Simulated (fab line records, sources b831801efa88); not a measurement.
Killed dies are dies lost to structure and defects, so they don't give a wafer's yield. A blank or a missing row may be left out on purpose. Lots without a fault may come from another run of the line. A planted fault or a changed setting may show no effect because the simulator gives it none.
fab line records | flow sky130 | part 1 of 2: steps 1 to 31 of 40
record lots=5 wafers=15 last_day=48
route steps=708 shown METAL4@600 CAP2M@603 VIA4@639
lots that met no fault: from a run of the same line without faults
start_h: hours from the record's first day to the start of the lot's first wafer shown | wait_h: hours since the lot's step before | " the same as in the row above | L1.1+2: a row that stands for several wafers | - no value, or no start given | * or withheld: withheld | < > ~ a bound
route shown NAME@n: a module of which the file shows steps, and the number in the route of the first | usual: mean/standard deviation of fault-free wafers | same: alike in all rows | chamber/n: place in a boat | sites: the reading at each site | _std_site: their standard deviation | _edge_site: outer sites' mean less inner sites' | radius_mm: how far each site lies from the wafer's centre | mask NAME#n: copy n | behind: the tool/chamber that last shaped the wafer | hold: why the lot was held/for how many hours/how that ended | device: the transistor (n, p or np) that didn't switch | end of line: the same wafers' tests at the end of the route | a step without rows: its recipe alone | killed: dies lost to structure and defects at the first sort, not the wafer's yield | map: a wafer's dies, x killed, . not, _ none there
set.NAME: the setting as run; set.NAME@STEP: as run at that earlier step | model.NAME: the simulator's own value behind a step, which no gauge read
lots at some steps of the route; a table a step, a row a wafer
services: from which hour (start_h, from the record's first day; less than 0 if before it) a tool's chamber was out of use, for how many hours, and why
## steps
# step SKY_METAL4_SPUTTER_02
# recipe material=AlCu target_thk_nm=735 power_w=10600 time_s=39.1 chamber_pressure_pa=0.4
# usual throttle_valve_pct=30.5/1.2
# columns lot.wafer tool chamber start_h wait_h throttle_valve_pct
L075.1 pvd_sputter-02 - 933.41 0.0 29.3
L075.4 " - " " 29.7
L075.5 " - " " 32.3
L076.3 pvd_sputter-02 - 949.88 0.0 29.7
L076.4 " - " " 29.3
L076.5 " - " " 29.6
L078.1 pvd_sputter-02 - 970.76 0.0 29.5
L078.2 " - " " 29.8
L078.4 " - " " 32.2
L079.1 pvd_sputter-02 - 983.06 0.0 29.8
L079.4 " - " " 29.2
L079.6 " - " " 30.0
L086.2 pvd_sputter-01 - 1015.77 0.0 30.8
L086.3 " - " " 30.2
L086.5 " - " " 30.0
# step SKY_METAL4_SPUTTER_03
# recipe material=Ti target_thk_nm=5 power_w=3000 time_s=3.3 chamber_pressure_pa=0.4
# usual throttle_valve_pct=30.5/1.1
# columns lot.wafer tool chamber start_h wait_h throttle_valve_pct
L075.1 pvd_sputter-02 - 933.44 0.0 29.6
L075.4 " - " " 30.0
L075.5 " - " " 31.9
L076.3 pvd_sputter-02 - 949.92 0.0 29.7
L076.4 " - " " 29.6
L076.5 " - " " 29.7
L078.1 pvd_sputter-02 - 970.80 0.0 29.6
L078.2 " - " " 29.7
L078.4 " - " " 32.3
L079.1 pvd_sputter-02 - 983.10 0.0 29.6
L079.4 " - " " 29.2
L079.6 " - " " 29.7
L086.2 pvd_sputter-01 - 1015.81 0.0 31.0
L086.3 " - " " 30.4
L086.5 " - " " 30.1
# step SKY_METAL4_SPUTTER_04
# recipe material=TiN target_thk_nm=70 power_w=6500 time_s=58.3 chamber_pressure_pa=0.4
# usual throttle_valve_pct=30.5/1.1
# columns lot.wafer tool chamber start_h wait_h throttle_valve_pct
L075.1 pvd_sputter-02 - 933.46 0.0 29.6
L075.4 " - " " 29.8
L075.5 " - " " 32.3
L076.3 pvd_sputter-02 - 949.94 0.0 29.8
L076.4 " - " " 29.7
L076.5 " - " " 29.6
L078.1 pvd_sputter-02 - 970.82 0.0 29.6
L078.2 " - " " 29.8
L078.4 " - " " 32.4
L079.1 pvd_sputter-02 - 983.11 0.0 29.9
L079.4 " - " " 29.1
L079.6 " - " " 29.6
L086.2 pvd_sputter-01 - 1015.83 0.0 31.2
L086.3 " - " " 30.1
L086.5 " - " " 30.1
# step SKY_CAP2M_CVD_00
# recipe material=SiO2 target_thk_nm=15.5 temp_c=400 time_s=withheld rf_w=450
# usual heater_power_w=716/99
# columns lot.wafer tool chamber start_h wait_h heater_power_w
L075.1 pecvd-01 2 933.51 0.0 762
L075.4 " 0 " " 613
L075.5 " 1 " " 638
L076.3 pecvd-03 1 949.99 0.0 843
L076.4 " 2 " " 754
L076.5 " 0 " " 714
L078.1 pecvd-03 0 970.87 0.0 660
L078.2 " 1 " " 908
L078.4 " 1 " " 722
L079.1 pecvd-04 0 983.16 0.0 876
L079.4 " 0 " " 886
L079.6 " 2 " " 776
L086.2 pecvd-03 0 1015.88 0.0 694
L086.3 " 2 " " 745
L086.5 " 2 " " 767
# step SKY_CAP2M_THK_MEAS_01
# recipe reads=SiO2_of_CAP2M_CVD_00
# usual CAP2M_CVD_00_THK=15.53/0.27
# columns lot.wafer tool chamber start_h wait_h CAP2M_CVD_00_THK[nm]
L075.1 film_metro-03 - 933.53 - 15.01
L075.4 " - " " 15.43
L075.5 " - " " 15.12
L076.3 film_metro-03 - 950.03 - 15.42
L076.4 " - " " 15.90
L076.5 " - " " 15.68
L078.1 film_metro-03 - 970.89 - 15.42
L078.2 " - " " 15.39
L078.4 " - " " 15.40
L079.1 film_metro-03 - 983.18 - 15.30
L079.4 " - " " 15.68
L079.6 " - " " 15.45
L086.2 film_metro-02 - 1015.91 - 15.64
L086.3 " - " " 15.70
L086.5 " - " " 16.05
# step SKY_CAP2M_SPUTTER_02
# recipe material=TiN target_thk_nm=200 temp_c=300 power_w=6500 time_s=166.7 chamber_pressure_pa=0.4
# usual throttle_valve_pct=30.5/1.1
# columns lot.wafer tool chamber start_h wait_h throttle_valve_pct
L075.1 pvd_sputter-04 - 933.59 0.1 31.5
L075.4 " - " " 29.9
L075.5 " - " " 31.6
L076.3 pvd_sputter-04 - 950.07 0.0 31.6
L076.4 " - " " 30.0
L076.5 " - " " 31.4
L078.1 pvd_sputter-03 - 970.95 0.1 30.3
L078.2 " - " " 30.4
L078.4 " - " " 29.7
L079.1 pvd_sputter-04 - 983.24 0.1 31.5
L079.4 " - " " 31.8
L079.6 " - " " 29.9
L086.2 pvd_sputter-03 - 1015.96 0.0 28.9
L086.3 " - " " 29.4
L086.5 " - " " 29.7
# step SKY_CAP2M_RS_MEAS_03
# recipe thk_meas_gauge=four-point-probe reads=TiN_of_CAP2M_SPUTTER_02
# usual CAP2M_TIN_RS=6.90/0.082
# columns lot.wafer tool chamber start_h wait_h CAP2M_TIN_RS[ohm/sq]
L075.1 film_metro-02 - 933.70 0.1 6.83
L075.4 " - " " 6.66
L075.5 " - " " 6.81
L076.3 film_metro-02 - 950.22 0.1 6.93
L076.4 " - " " 6.65
L076.5 " - " " 6.85
L078.1 film_metro-04 - 971.06 0.1 6.83
L078.2 " - " " 6.95
L078.4 " - " " 6.77
L079.1 film_metro-02 - 983.35 0.1 7.14
L079.4 " - " " 7.00
L079.6 " - " " 6.94
L086.2 film_metro-04 - 1016.09 0.1 6.91
L086.3 " - " " 6.83
L086.5 " - " " 6.86
# step SKY_CAP2M_THK_MEAS_04
# recipe thk_meas_gauge=xrf reads=TiN_of_CAP2M_SPUTTER_02
# usual CAP2M_TIN_THK=199.8/2.4
# columns lot.wafer tool chamber start_h wait_h CAP2M_TIN_THK[nm]
L075.1 film_metro-02 - 933.82 0.1 201.7
L075.4 " - " " 207.3
L075.5 " - " " 202.3
L076.3 film_metro-02 - 950.32 0.1 198.6
L076.4 " - " " 207.2
L076.5 " - " " 200.0
L078.1 film_metro-04 - 971.18 0.1 202.0
L078.2 " - " " 198.9
L078.4 " - " " 204.2
L079.1 film_metro-02 - 983.47 0.1 193.7
L079.4 " - " " 196.7
L079.6 " - " " 198.2
L086.2 film_metro-04 - 1016.20 0.1 199.8
L086.3 " - " " 202.8
L086.5 " - " " 201.0
# step SKY_CAP2M_DEHYDRATE_05
# recipe temp_c=200 time_s=60
# columns lot.wafer tool chamber start_h wait_h
L075.1+4+5 litho_track-01 0 945.44 11.6
L076.3+4+5 litho_track-04 0 962.19 11.9
L078.1+2+4 litho_track-04 0 982.79 11.6
L079.1+4+6 litho_track-03 0 994.51 11.0
L086.2+3+5 litho_track-03 0 1027.49 11.3
# step SKY_CAP2M_HMDS_06
# recipe prime_time_s=60 prime_temp_c=120
# columns lot.wafer tool chamber start_h wait_h
L075.1+4+5 litho_track-01 0 945.59 0.1
L076.3+4+5 litho_track-04 0 962.34 0.1
L078.1+2+4 litho_track-04 0 982.94 0.1
L079.1+4+6 litho_track-03 0 994.66 0.1
L086.2+3+5 litho_track-03 0 1027.64 0.1
# step SKY_CAP2M_COAT_07
# recipe resist=NOVOLAK spin_rpm=3000 resist_thk_nm=1140
# usual spin_speed_rpm=3000.1/1.7
# columns lot.wafer tool chamber start_h wait_h spin_speed_rpm
L075.1 litho_track-01 0 945.74 0.1 2998.3
L075.4 " 0 " " 2998.4
L075.5 " 0 " " 2997.2
L076.3 litho_track-04 0 962.49 0.1 2999.0
L076.4 " 0 " " 2999.9
L076.5 " 0 " " 2999.5
L078.1 litho_track-04 0 983.09 0.1 2999.6
L078.2 " 0 " " 3000.8
L078.4 " 0 " " 3000.4
L079.1 litho_track-03 0 994.81 0.1 2999.3
L079.4 " 0 " " 3001.9
L079.6 " 0 " " 3002.0
L086.2 litho_track-03 0 1027.79 0.1 3004.3
L086.3 " 0 " " 2999.6
L086.5 " 0 " " 3004.0
# step SKY_CAP2M_SOFTBAKE_08
# recipe temp_c=90 time_s=60 resist=NOVOLAK
# columns lot.wafer tool chamber start_h wait_h
L075.1+4+5 litho_track-01 0 945.89 0.1
L076.3+4+5 litho_track-04 0 962.64 0.1
L078.1+2+4 litho_track-04 0 983.24 0.1
L079.1+4+6 litho_track-03 0 994.96 0.1
L086.2+3+5 litho_track-03 0 1027.94 0.1
# step SKY_CAP2M_EXPOSE_09
# recipe mask_id=CAP2M na=0.6 source_shape=conventional sigma_outer=0.6 polarization=unpolarized target_cd_nm=1000 dose_mj=159
# columns lot.wafer tool chamber start_h wait_h mask
L075.1+4+5 iline_stepper-01 0 - - CAP2M#0
L076.3+4+5 iline_stepper-02 0 - - CAP2M#0
L078.1+2+4 iline_stepper-01 0 - - CAP2M#0
L079.1+4+6 iline_stepper-02 0 - - CAP2M#0
L086.2+3+5 iline_stepper-02 0 - - CAP2M#0
# step SKY_CAP2M_PEB_10
# recipe temp_c=withheld time_s=* resist=NOVOLAK
# columns lot.wafer tool chamber start_h wait_h
L075.1+4+5 litho_track-01 0 - -
L076.3+4+5 litho_track-01 0 - -
L078.1+2+4 litho_track-04 0 - -
L079.1+4+6 litho_track-03 0 - -
L086.2+3+5 litho_track-03 0 - -
# step SKY_CAP2M_DEVELOP_11
# recipe resist=NOVOLAK developer=TMAH develop_time_s=60 dev_temp_c=23
# same develop_time_s=60
# columns lot.wafer tool chamber start_h wait_h
L075.1+4+5 litho_track-01 0 957.69 0.1
L076.3+4+5 litho_track-01 0 973.75 0.1
L078.1+2+4 litho_track-04 0 994.74 0.1
L079.1+4+6 litho_track-03 0 1006.61 0.1
L086.2+3+5 litho_track-03 0 1039.09 0.1
# step SKY_CAP2M_OVL_MEAS_12
# usual CAP2M_OVL=-1.1/1.3
# columns lot.wafer tool chamber start_h wait_h CAP2M_OVL[nm]
L075.1 overlay-01 - 957.84 0.1 -0.5
L075.4 " - " " -0.9
L075.5 " - " " 0.1
L076.3 overlay-01 - 973.86 0.1 -0.3
L076.4 " - " " -1.1
L076.5 " - " " -0.2
L078.1 overlay-01 - 994.89 0.1 -2.9
L078.2 " - " " -1.4
L078.4 " - " " -2.9
L079.1 overlay-02 - 1006.76 0.1 -2.4
L079.4 " - " " -0.7
L079.6 " - " " -1.4
L086.2 overlay-02 - 1039.22 0.1 -0.8
L086.3 " - " " -2.0
L086.5 " - " " -1.9
# step SKY_CAP2M_METAL_ETCH_13
# recipe target_depth_nm=220 stop_on=SiO2 chemistry=Cl2/BCl3 target=TiN pressure_mtorr=10 icp_w=900 bias_w=48.5 Cl2_flow_sccm=60 bcl3_flow_sccm=30 time_s=62.9
# usual drypump_motor_current_A=5.9/0.42 oes_product_au=0.942/0.0076 throttle_valve_pct=21.900/0.011
# columns lot.wafer tool chamber start_h wait_h drypump_motor_current_A oes_product_au rf_hours_counter_h throttle_valve_pct
L075.1 rie_metal-04 1 957.88 0.0 6.5 0.952 14 21.894
L075.4 " 1 " " 6.5 0.961 - 21.896
L075.5 " 1 " " 6.5 0.947 - 21.901
L076.3 rie_metal-02 0 973.91 0.0 6.3 0.945 - 21.898
L076.4 " 1 " " 5.5 0.962 - 21.885
L076.5 " 1 " " 5.5 0.944 - 21.907
L078.1 rie_metal-02 1 994.93 0.0 5.5 0.954 15 21.905
L078.2 " 0 " " 6.3 0.940 17 21.908
L078.4 " 0 " " 6.2 0.953 - 21.886
L079.1 rie_metal-02 0 1006.80 0.0 6.2 0.920 17 21.924
L079.4 " 0 " " 6.3 0.936 - 21.895
L079.6 " 0 " " 6.2 0.937 - 21.913
L086.2 rie_metal-02 0 1039.28 0.0 6.3 0.938 - 21.913
L086.3 " 0 " " 6.2 0.947 - 21.880
L086.5 " 0 " " 6.3 0.955 - 21.912
# step SKY_CAP2M_STRIP_14
# recipe chemistry=O2/N2 power_w=1400 pressure_mtorr=1500 platen_temp_c=withheld o2_flow_sccm=3000 n2_flow_sccm=300 overash_fraction=0.5
# usual drypump_motor_current_A=5.8/0.46 oes_product_au=0.710/0.005 strip_time_to_endpoint_s=12.67/0.048
# columns lot.wafer tool chamber start_h wait_h drypump_motor_current_A oes_product_au rf_hours_counter_h strip_time_to_endpoint_s
L075.1 plasma_asher-02 0 957.96 0.1 6.0 0.709 89 12.67
L075.4 " 1 " " 5.7 0.705 - 12.62
L075.5 " 0 " " 6.0 0.706 - 12.65
L076.3 plasma_asher-04 1 973.99 0.1 5.9 0.707 - 12.70
L076.4 " 0 " " 5.2 0.708 - 12.66
L076.5 " 0 " " 5.2 0.713 - 12.68
L078.1 plasma_asher-04 1 995.01 0.1 5.9 0.713 55 12.64
L078.2 " 0 " " 5.2 0.705 55 12.65
L078.4 " 1 " " 5.9 0.718 - 12.68
L079.1 plasma_asher-01 1 1006.88 0.1 6.7 0.707 113 12.69
L079.4 " 0 " " 5.8 0.707 - 12.74
L079.6 " 0 " " 5.8 0.713 - 12.67
L086.2 plasma_asher-04 0 1039.40 0.1 5.2 0.704 62 12.70
L086.3 " 0 " " 5.2 0.717 - 12.72
L086.5 " 0 " " 5.2 0.705 - 12.74
# step SKY_CAP2M_STRIP_15
# recipe chemistry=post_etch_residue_remover time_s=1200 temp_c=72.5
# usual bath_guard_temp_C=72.5/0.47
# columns lot.wafer tool chamber start_h wait_h bath_guard_temp_C
L075.1 wet_bench-03 2 958.06 0.1 73.0
L075.4 " 2 " " 72.8
L075.5 " 2 " " 73.3
L076.3 wet_bench-01 1 974.06 0.0 72.2
L076.4 " 1 " " 72.4
L076.5 " 1 " " 72.5
L078.1 wet_bench-04 0 995.11 0.1 72.3
L078.2 " 0 " " 72.6
L078.4 " 0 " " 72.9
L079.1 wet_bench-04 0 1006.98 0.1 72.6
L079.4 " 0 " " 72.3
L079.6 " 0 " " 72.7
L086.2 wet_bench-04 1 1039.50 0.1 72.7
L086.3 " 1 " " 72.7
L086.5 " 1 " " 73.0
# step SKY_CAP2M_CLEAN_16
# recipe chemistry=IPA time_s=180 temp_c=25
# columns lot.wafer tool chamber start_h wait_h
L075.1+4+5 wet_bench-04 0 958.43 0.0
L076.3+4+5 wet_bench-04 2 974.43 0.0
L078.1+2+4 wet_bench-03 2 995.45 0.0
L079.1+4+6 wet_bench-01 3 1007.32 0.0
L086.2+3+5 wet_bench-03 3 1039.85 0.0
# step SKY_CAP2M_CLEAN_17
# recipe chemistry=O3/DIW dry=n2_spin
# columns lot.wafer tool chamber start_h wait_h
L075.1+4+5 wet_bench-01 1 958.49 0.0
L076.3+4+5 wet_bench-03 3 974.49 0.0
L078.1+2+4 wet_bench-04 2 995.51 0.0
L079.1+4+6 wet_bench-03 2 1007.38 0.0
L086.2+3+5 wet_bench-03 1 1039.90 0.0
# step SKY_METAL4_DEHYDRATE_05
# recipe temp_c=200 time_s=60
# columns lot.wafer tool chamber start_h wait_h
L075.1+4+5 litho_track-03 0 969.06 10.5
L076.3+4+5 litho_track-03 0 985.96 11.4
L078.1+2+4 litho_track-03 0 1006.76 11.2
L079.1+4+6 litho_track-02 0 1017.87 10.4
L086.2+3+5 litho_track-04 0 1050.02 10.0
# step SKY_METAL4_HMDS_06
# recipe prime_time_s=60 prime_temp_c=120
# columns lot.wafer tool chamber start_h wait_h
L075.1+4+5 litho_track-03 0 969.21 0.1
L076.3+4+5 litho_track-03 0 986.11 0.1
L078.1+2+4 litho_track-03 0 1006.91 0.1
L079.1+4+6 litho_track-02 0 1018.02 0.1
L086.2+3+5 litho_track-04 0 1050.17 0.1
# step SKY_METAL4_COAT_07
# recipe resist=BARC temp_c=withheld time_s=withheld spin_rpm=3000 resist_thk_nm=60
# usual spin_speed_rpm=2999.6/1.8
# columns lot.wafer tool chamber start_h wait_h spin_speed_rpm
L075.1 litho_track-03 0 969.36 0.1 2997.2
L075.4 " 0 " " 2998.4
L075.5 " 0 " " 2997.7
L076.3 litho_track-03 0 986.26 0.1 3000.4
L076.4 " 0 " " 2999.8
L076.5 " 0 " " 2999.5
L078.1 litho_track-03 0 1007.06 0.1 2998.4
L078.2 " 0 " " 2997.9
L078.4 " 0 " " 2998.1
L079.1 litho_track-02 0 1018.17 0.1 2999.9
L079.4 " 0 " " 2999.9
L079.6 " 0 " " 2998.8
L086.2 litho_track-04 0 1050.32 0.1 2999.1
L086.3 " 0 " " 2998.8
L086.5 " 0 " " 2998.0
# step SKY_METAL4_COAT_08
# recipe resist=KrF-thick spin_rpm=3000 resist_thk_nm=1140
# usual spin_speed_rpm=2999.7/2
# columns lot.wafer tool chamber start_h wait_h spin_speed_rpm
L075.1 litho_track-03 0 - - 3001.3
L075.4 " 0 " " 2999.1
L075.5 " 0 " " 2998.6
L076.3 litho_track-03 0 - - 3001.6
L076.4 " 0 " " 3002.1
L076.5 " 0 " " 3002.8
L078.1 litho_track-03 0 - - 3000.1
L078.2 " 0 " " 3001.3
L078.4 " 0 " " 2999.1
L079.1 litho_track-02 0 - - 3002.8
L079.4 " 0 " " 2999.7
L079.6 " 0 " " 2998.0
L086.2 litho_track-04 0 - - 3002.9
L086.3 " 0 " " 3001.6
L086.5 " 0 " " 2999.6
# step SKY_METAL4_SOFTBAKE_09
# recipe temp_c=100 time_s=90 resist=KrF-thick
# columns lot.wafer tool chamber start_h wait_h
L075.1+4+5 litho_track-03 0 - -
L076.3+4+5 litho_track-03 0 - -
L078.1+2+4 litho_track-03 0 - -
L079.1+4+6 litho_track-02 0 - -
L086.2+3+5 litho_track-04 0 - -
# step SKY_METAL4_EXPOSE_10
# recipe mask_id=MM4 na=0.68 source_shape=annular sigma_inner=0.4 sigma_outer=0.8 target_cd_nm=300 dose_mj=28
# columns lot.wafer tool chamber start_h wait_h mask
L075.1+4+5 krf_scanner-02 0 - - MM4#0
L076.3+4+5 krf_scanner-02 0 - - MM4#0
L078.1+2+4 krf_scanner-01 0 - - MM4#0
L079.1+4+6 krf_scanner-01 0 - - MM4#0
L086.2+3+5 krf_scanner-01 0 - - MM4#0
# step SKY_METAL4_PEB_11
# recipe peb_temp_c=withheld peb_time_s=withheld resist=KrF-thick
# columns lot.wafer tool chamber start_h wait_h
L075.1+4+5 litho_track-04 0 - -
L076.3+4+5 litho_track-04 0 - -
L078.1+2+4 litho_track-04 0 - -
L079.1+4+6 litho_track-04 0 - -
L086.2+3+5 litho_track-03 0 - -
# step SKY_METAL4_DEVELOP_12
# recipe develop_time_s=60 resist=KrF-thick dev_temp_c=21
# same develop_time_s=60
# columns lot.wafer tool chamber start_h wait_h
L075.1+4+5 litho_track-04 0 - -
L076.3+4+5 litho_track-04 0 - -
L078.1+2+4 litho_track-04 0 - -
L079.1+4+6 litho_track-04 0 - -
L086.2+3+5 litho_track-03 0 - -
# step SKY_METAL4_CD_MEAS_13
# recipe target_cd_nm=300
# usual cd_nm=300.0/1.5
# columns lot.wafer tool chamber start_h wait_h cd_nm
L075.1 cd_sem-02 - 981.64 - 300.7
L075.4 " - " " 300.1
L075.5 " - " " 300.1
L076.3 cd_sem-01 - 998.28 - 301.5
L076.4 " - " " 301.8
L076.5 " - " " 303.1
L078.1 cd_sem-01 - 1018.79 - 301.9
L078.2 " - " " 302.7
L078.4 " - " " 302.0
L079.1 cd_sem-01 - 1030.59 - 298.4
L079.4 " - " " 300.1
L079.6 " - " " 300.3
L086.2 cd_sem-01 - 1061.70 - 300.5
L086.3 " - " " 299.2
L086.5 " - " " 300.8
# step SKY_METAL4_OVL_MEAS_14
# usual METAL4_OVL=-2/5.9
# columns lot.wafer tool chamber start_h wait_h METAL4_OVL[nm]
L075.1 overlay-01 - 981.76 0.1 -9
L075.4 " - " " -8
L075.5 " - " " -6
L076.3 overlay-01 - 998.38 0.1 -12
L076.4 " - " " -10
L076.5 " - " " -7
L078.1 overlay-01 - 1018.91 0.1 4
L078.2 " - " " 7
L078.4 " - " " 5
L079.1 overlay-02 - 1030.71 0.1 -4
L079.4 " - " " 8
L079.6 " - " " 7
L086.2 overlay-01 - 1061.81 0.1 -8
L086.3 " - " " 3
L086.5 " - " " 3
